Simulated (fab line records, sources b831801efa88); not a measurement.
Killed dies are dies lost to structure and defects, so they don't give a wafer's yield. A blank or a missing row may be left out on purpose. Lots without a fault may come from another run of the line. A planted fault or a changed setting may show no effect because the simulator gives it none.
fab line records | flow gf180mcu
record lots=12 wafers=36 last_day=34
route steps=602 shown MVSD@74 SALICIDE@280 CONTACT@292 M1@331
lots that met no fault: from a run of the same line without faults
start_h: hours from the record's first day to the start of the lot's first wafer shown | wait_h: hours since the lot's step before | " the same as in the row above | L1.1+2: a row that stands for several wafers | - no value, or no start given | * or withheld: withheld | < > ~ a bound
route shown NAME@n: a module of which the file shows steps, and the number in the route of the first | usual: mean/standard deviation of fault-free wafers | same: alike in all rows | chamber/n: place in a boat | sites: the reading at each site | _std_site: their standard deviation | _edge_site: outer sites' mean less inner sites' | radius_mm: how far each site lies from the wafer's centre | mask NAME#n: copy n | behind: the tool/chamber that last shaped the wafer | hold: why the lot was held/for how many hours/how that ended | device: the transistor (n, p or np) that didn't switch | end of line: the same wafers' tests at the end of the route | a step without rows: its recipe alone | killed: dies lost to structure and defects at the first sort, not the wafer's yield | map: a wafer's dies, x killed, . not, _ none there
set.NAME: the setting as run; set.NAME@STEP: as run at that earlier step | model.NAME: the simulator's own value behind a step, which no gauge read
steps of the route over a sample of lots; a table a step, a row a wafer
services: from which hour (start_h, from the record's first day; less than 0 if before it) a tool's chamber was out of use, for how many hours, and why
## steps
# step GF_MVSD_IMPLANT_08
# recipe species=P energy_kev=400 dose_cm2=1.6e+13 tilt_deg=0
# usual beam_on_s=10.02/0.19 end_station_pressure_torr=5.05e-06/2.9e-07 faraday_current_uA=90.1/1.7
# columns lot.wafer tool chamber start_h wait_h beam_on_s end_station_pressure_torr faraday_current_uA
L608.2 implanter-02 0 88.83 0.0 9.95 4.96e-06 90.2
L608.4 " 0 " " 9.98 4.91e-06 90.5
L608.6 " 0 " " 10.10 5.41e-06 89.3
L613.3 implanter-03 0 112.50 0.1 10.16 5e-06 89.0
L613.4 " 0 " " 10.04 4.62e-06 90.4
L613.5 " 0 " " 9.75 5.15e-06 92.0
L614.1 implanter-03 0 119.00 0.0 10.27 5.4e-06 88.3
L614.2 " 0 " " 9.97 5.04e-06 90.6
L614.5 " 0 " " 9.99 4.73e-06 90.6
L615.2 implanter-04 0 122.46 0.0 9.93 4.72e-06 90.7
L615.3 " 0 " " 9.66 4.7e-06 93.2
L615.6 " 0 " " 9.83 4.74e-06 91.7
L618.1 implanter-02 0 143.08 0.0 10.06 5.09e-06 89.6
L618.3 " 0 " " 9.78 5.42e-06 92.3
L618.4 " 0 " " 10.23 5.33e-06 87.8
L619.1 implanter-04 0 144.28 0.0 10.14 5.15e-06 89.3
L619.2 " 0 " " 10.40 5.39e-06 86.1
L619.5 " 0 " " 9.90 5.03e-06 90.9
L620.1 implanter-03 0 152.43 0.0 10.20 5.21e-06 87.9
L620.2 " 0 " " 9.98 5.39e-06 90.0
L620.6 " 0 " " 10.02 5.54e-06 90.2
L625.1 implanter-03 0 182.03 0.0 12.12 0.00010475 75.5
L625.4 " 0 " " 12.32 9.767e-05 74.0
L625.5 " 0 " " 12.07 9.285e-05 75.4
L627.1 implanter-03 0 193.63 0.0 11.69 9.609e-05 77.7
L627.5 " 0 " " 12.83 0.00010705 71.2
L627.6 " 0 " " 11.87 9.811e-05 76.3
L628.1 implanter-02 0 196.08 0.0 9.93 5.49e-06 90.7
L628.2 " 0 " " 9.79 4.49e-06 92.3
L628.3 " 0 " " 10.33 5.39e-06 86.8
L629.3 implanter-04 0 208.10 0.1 10.01 4.59e-06 89.7
L629.4 " 0 " " 10.18 5.43e-06 88.7
L629.6 " 0 " " 9.88 4.86e-06 90.7
L630.2 implanter-04 0 212.62 0.0 10.23 5.4e-06 87.8
L630.4 " 0 " " 9.91 5.08e-06 91.4
L630.6 " 0 " " 10.16 5.09e-06 88.5
# step GF_MVSD_TW_MEAS_11
# usual MVSD_TW=1574/9.1
# columns lot.wafer tool chamber start_h wait_h MVSD_TW
L608.2 film_metro-04 - 89.21 0.1 1587
L608.4 " - " " 1577
L608.6 " - " " 1595
L613.3 film_metro-04 - 112.87 0.1 1584
L613.4 " - " " 1583
L613.5 " - " " 1580
L614.1 film_metro-01 - 119.40 0.1 1569
L614.2 " - " " 1562
L614.5 " - " " 1563
L615.2 film_metro-04 - 122.84 0.1 1581
L615.3 " - " " 1569
L615.6 " - " " 1567
L618.1 film_metro-03 - 143.48 0.1 1584
L618.3 " - " " 1583
L618.4 " - " " 1594
L619.1 film_metro-01 - 144.68 0.1 1562
L619.2 " - " " 1564
L619.5 " - " " 1569
L620.1 film_metro-01 - 152.83 0.1 1561
L620.2 " - " " 1565
L620.6 " - " " 1559
L625.1 film_metro-03 - 182.43 0.1 1660
L625.4 " - " " 1669
L625.5 " - " " 1674
L627.1 film_metro-04 - 194.03 0.1 1678
L627.5 " - " " 1674
L627.6 " - " " 1670
L628.1 film_metro-01 - 196.48 0.1 1571
L628.2 " - " " 1563
L628.3 " - " " 1574
L629.3 film_metro-01 - 208.47 0.1 1569
L629.4 " - " " 1562
L629.6 " - " " 1567
L630.2 film_metro-03 - 213.01 0.1 1573
L630.4 " - " " 1585
L630.6 " - " " 1581
# step GF_VT_IMPLANT_RS_MEAS_46
# recipe thk_meas_gauge=four-point-probe
# usual MVSD_RS=456.4/1.1
# columns lot.wafer tool chamber start_h wait_h MVSD_RS[ohm/sq]
L608.2 film_metro-04 - 164.76 0.1 454.4
L608.4 " - " " 455.6
L608.6 " - " " 455.5
L613.3 film_metro-04 - 193.50 0.1 454.8
L613.4 " - " " 454.7
L613.5 " - " " 455.7
L614.1 film_metro-01 - 198.84 0.1 455.9
L614.2 " - " " 456.2
L614.5 " - " " 456.2
L615.2 film_metro-04 - 202.33 0.1 456.7
L615.3 " - " " 455.2
L615.6 " - " " 455.2
L618.1 film_metro-04 - 228.31 0.1 455.8
L618.3 " - " " 457.2
L618.4 " - " " 456.1
L619.1 film_metro-01 - 230.16 0.1 457.1
L619.2 " - " " 458.0
L619.5 " - " " 456.6
L620.1 film_metro-01 - 238.74 0.1 459.0
L620.2 " - " " 458.0
L620.6 " - " " 458.7
L625.1 film_metro-04 - 272.31 0.1 412.1
L625.4 " - " " 412.1
L625.5 " - " " 412.2
L627.1 film_metro-04 - 286.91 0.2 410.8
L627.5 " - " " 411.8
L627.6 " - " " 413.2
L628.1 film_metro-04 - 290.09 0.2 456.6
L628.2 " - " " 457.3
L628.3 " - " " 456.9
L629.3 film_metro-04 - 302.10 0.1 457.0
L629.4 " - " " 456.8
L629.6 " - " " 456.0
L630.2 film_metro-01 - 308.13 0.1 458.3
L630.4 " - " " 457.7
L630.6 " - " " 455.6
# step GF_SALICIDE_SPUTTER_02
# recipe material=Co target_thk_nm=10 power_w=1000 time_s=20 chamber_pressure_pa=0.4
# usual throttle_valve_pct=30.5/1.3
# columns lot.wafer tool chamber start_h wait_h throttle_valve_pct
L608.2 pvd_sputter-02 - 348.58 0.0 28.8
L608.4 " - " " 29.3
L608.6 " - " " 29.6
L613.3 pvd_sputter-04 - 384.76 0.0 30.7
L613.4 " - " " 31.6
L613.5 " - " " 30.7
L614.1 pvd_sputter-04 - 390.33 0.0 31.5
L614.2 " - " " 30.8
L614.5 " - " " 31.5
L615.2 pvd_sputter-02 - 394.70 0.0 29.3
L615.3 " - " " 28.6
L615.6 " - " " 31.2
L618.1 pvd_sputter-01 - 430.74 0.0 32.7
L618.3 " - " " 30.2
L618.4 " - " " 30.6
L619.1 pvd_sputter-04 - 437.05 0.0 30.7
L619.2 " - " " 31.7
L619.5 " - " " 31.3
L620.1 pvd_sputter-02 - 443.95 0.0 28.7
L620.2 " - " " 30.9
L620.6 " - " " 29.3
L625.1 pvd_sputter-02 - 492.88 0.0 29.2
L625.4 " - " " 28.5
L625.5 " - " " 29.6
L627.1 pvd_sputter-04 - 503.71 0.0 30.0
L627.5 " - " " 31.7
L627.6 " - " " 30.0
L628.1 pvd_sputter-02 - 509.50 0.0 29.5
L628.2 " - " " 29.2
L628.3 " - " " 30.8
L629.3 pvd_sputter-01 - 526.84 0.0 31.4
L629.4 " - " " 30.1
L629.6 " - " " 30.1
L630.2 pvd_sputter-02 - 528.24 0.0 29.5
L630.4 " - " " 30.9
L630.6 " - " " 28.5
# step GF_CONTACT_BOW_MEAS_05
# recipe mode=bow
# usual CONTACT_BOW=66/6.9
# columns lot.wafer tool chamber start_h wait_h CONTACT_BOW[um]
L608.2 film_metro-03 - 349.75 0.1 59
L608.4 " - " " 70
L608.6 " - " " 62
L613.3 film_metro-03 - 385.85 0.2 65
L613.4 " - " " 77
L613.5 " - " " 81
L614.1 film_metro-03 - 391.39 0.2 61
L614.2 " - " " 81
L614.5 " - " " 72
L615.2 film_metro-03 - 395.78 0.3 65
L615.3 " - " " 59
L615.6 " - " " 68
L618.1 film_metro-04 - 431.80 0.2 59
L618.3 " - " " 63
L618.4 " - " " 56
L619.1 film_metro-03 - 438.11 0.2 74
L619.2 " - " " 61
L619.5 " - " " 75
L620.1 film_metro-01 - 445.01 0.2 64
L620.2 " - " " 60
L620.6 " - " " 61
L625.1 film_metro-03 - 493.95 0.2 61
L625.4 " - " " 56
L625.5 " - " " 75
L627.1 film_metro-03 - 504.77 0.2 58
L627.5 " - " " 78
L627.6 " - " " 69
L628.1 film_metro-03 - 510.57 0.2 60
L628.2 " - " " 64
L628.3 " - " " 72
L629.3 film_metro-03 - 527.95 0.1 66
L629.4 " - " " 61
L629.6 " - " " 64
L630.2 film_metro-04 - 529.61 0.2 70
L630.4 " - " " 69
L630.6 " - " " 67
# step GF_M1_METAL_ETCH_16
# recipe chemistry=Cl2/BCl3 mask_material=KrF target_depth_nm=750.8 stop_on=SiO2 pressure_mtorr=8 icp_w=800 bias_w=140 Cl2_flow_sccm=80 bcl3_flow_sccm=40 time_s=125.1
# usual bcl3_flow_sccm=40.02/0.13 drypump_motor_current_A=5.7/0.36 oes_product_au=0.991/0.0053 throttle_valve_pct=28.229/0.0099
# columns lot.wafer tool chamber start_h wait_h bcl3_flow_sccm drypump_motor_current_A oes_product_au rf_hours_counter_h throttle_valve_pct
L608.2 rie_metal-01 1 397.00 0.0 39.81 6.2 0.993 1 28.235
L608.4 " 0 " " 39.81 6.1 0.992 - 28.237
L608.6 " 0 " " 39.93 6.1 0.993 - 28.226
L613.3 rie_metal-03 0 434.23 0.1 39.95 5.7 0.996 - 28.240
L613.4 " 1 " " 39.80 5.3 0.994 - 28.248
L613.5 " 1 " " 40.11 5.3 0.990 - 28.232
L614.1 rie_metal-03 1 441.00 0.0 40.15 5.3 0.989 0 28.226
L614.2 " 0 " " 40.00 5.7 0.986 10 28.217
L614.5 " 1 " " 40.00 5.3 0.994 - 28.227
L615.2 rie_metal-01 0 445.72 0.0 40.04 6.1 0.996 8 28.240
L615.3 " 1 " " 40.30 6.3 0.978 - 28.230
L615.6 " 1 " " 40.12 6.3 0.983 - 28.223
L618.1 rie_metal-01 1 482.20 0.0 39.81 6.2 0.990 3 28.233
L618.3 " 0 " " 39.90 6.1 0.992 - 28.250
L618.4 " 1 " " 39.79 6.2 0.998 - 28.225
L619.1 rie_metal-03 0 489.52 0.0 39.94 5.7 0.986 11 28.230
L619.2 " 1 " " 39.91 5.3 0.997 1 28.226
L619.5 " 0 " " 39.94 5.7 0.991 - 28.235
L620.1 rie_metal-02 1 495.61 0.0 39.89 5.6 0.994 3 28.225
L620.2 " 0 " " 40.01 5.3 0.993 1 28.242
L620.6 " 1 " " 40.15 5.6 0.997 - 28.233
L625.1 rie_metal-03 1 542.10 0.0 40.14 5.3 0.992 3 28.226
L625.4 " 1 " " 40.21 5.3 0.988 - 28.234
L625.5 " 1 " " 39.94 5.3 0.993 - 28.238
L627.1 rie_metal-03 0 552.31 0.0 40.18 5.7 0.991 0 28.241
L627.5 " 0 " " 40.13 5.7 0.987 - 28.231
L627.6 " 1 " " 40.20 5.3 0.996 - 28.232
L628.1 rie_metal-01 0 557.16 0.0 40.08 6.2 0.983 11 28.242
L628.2 " 0 " " 39.96 6.1 0.994 - 28.224
L628.3 " 0 " " 39.97 6.2 0.989 - 28.231
L629.3 rie_metal-02 1 573.11 0.1 39.77 5.6 1.000 - 28.237
L629.4 " 0 " " 40.00 5.3 0.983 - 28.218
L629.6 " 0 " " 40.11 5.3 0.991 - 28.209
L630.2 rie_metal-03 1 575.36 0.0 40.09 5.3 0.986 4 28.221
L630.4 " 0 " " 40.00 5.7 0.989 - 28.234
L630.6 " 1 " " 40.12 5.3 0.984 - 28.232
## services
# columns tool chamber start_h hours kind
pvd_sputter-02 - 65.38 3.5 repair
implanter-04 - 69.72 2.0 repair
pvd_sputter-02 - 72.93 4.4 repair
pvd_sputter-02 - 82.81 0.8 repair
pvd_sputter-02 - 96.39 3.5 repair
pvd_sputter-04 - 104.29 0.5 repair
implanter-03 - 122.26 5.1 repair
implanter-03 - 160.72 2.8 pm
rie_metal-01 - 205.50 14.6 pm
implanter-03 - 211.96 1.3 repair
implanter-03 - 227.89 3.5 pm
implanter-04 - 246.40 3.7 pm
implanter-03 - 271.10 0.6 repair
pvd_sputter-02 - 286.83 1.0 repair
implanter-03 - 290.77 2.9 repair
implanter-04 - 297.11 1.7 repair
rie_metal-03 1 334.72 4.8 repair
pvd_sputter-02 - 378.40 1.8 repair
rie_metal-03 - 448.29 1.4 pm
implanter-04 - 449.21 7.5 repair
rie_metal-03 - 449.83 14.6 pm
rie_metal-01 - 458.86 1.4 pm
pvd_sputter-04 - 506.25 0.7 repair
rie_metal-01 - 524.84 0.7 repair
## key
first_sign step=GF_MVSD_IMPLANT_08 reading=end_station_pressure_torr direction=up sigmas=99+ usual=5.05e-06 struck=9.942e-05
effect step=GF_MVSD_IMPLANT_08 reading=beam_on_s direction=up sigmas=11 usual=10.02 struck=12.15
effect step=GF_MVSD_TW_MEAS_11 reading=MVSD_TW direction=up sigmas=11 usual=1574 struck=1671
effect step=GF_VT_IMPLANT_RS_MEAS_46 reading=MVSD_RS direction=down sigmas=40 usual=456.4 struck=412.0
met_at GF_MVSD_IMPLANT_08
struck_lots L625,L627
tester_left_out L625,L627
not_acting_at GF_SALICIDE_SPUTTER_02,GF_CONTACT_BOW_MEAS_05,GF_M1_METAL_ETCH_16
onset_between 152.43 182.03
fault kind=process_parameter_drift tool=implanter-03 chamber=- onset_h=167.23 steps=GF_MVSD_IMPLANT_08 channel=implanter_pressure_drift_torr offset=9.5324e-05 shape=step end_h=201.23
fault kind=process_parameter_drift tool=implanter-03 chamber=- onset_h=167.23 steps=GF_MVSD_IMPLANT_08 channel=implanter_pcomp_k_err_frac offset=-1 shape=step end_h=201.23
# tester_left_out: of these lots the tester's yield and bins aren't shown, on N5 and GAA mostly nor the transistor test; their killed dies are dies lost to structure and defects alone, not to doping, threshold or leakage, so they don't give the yield
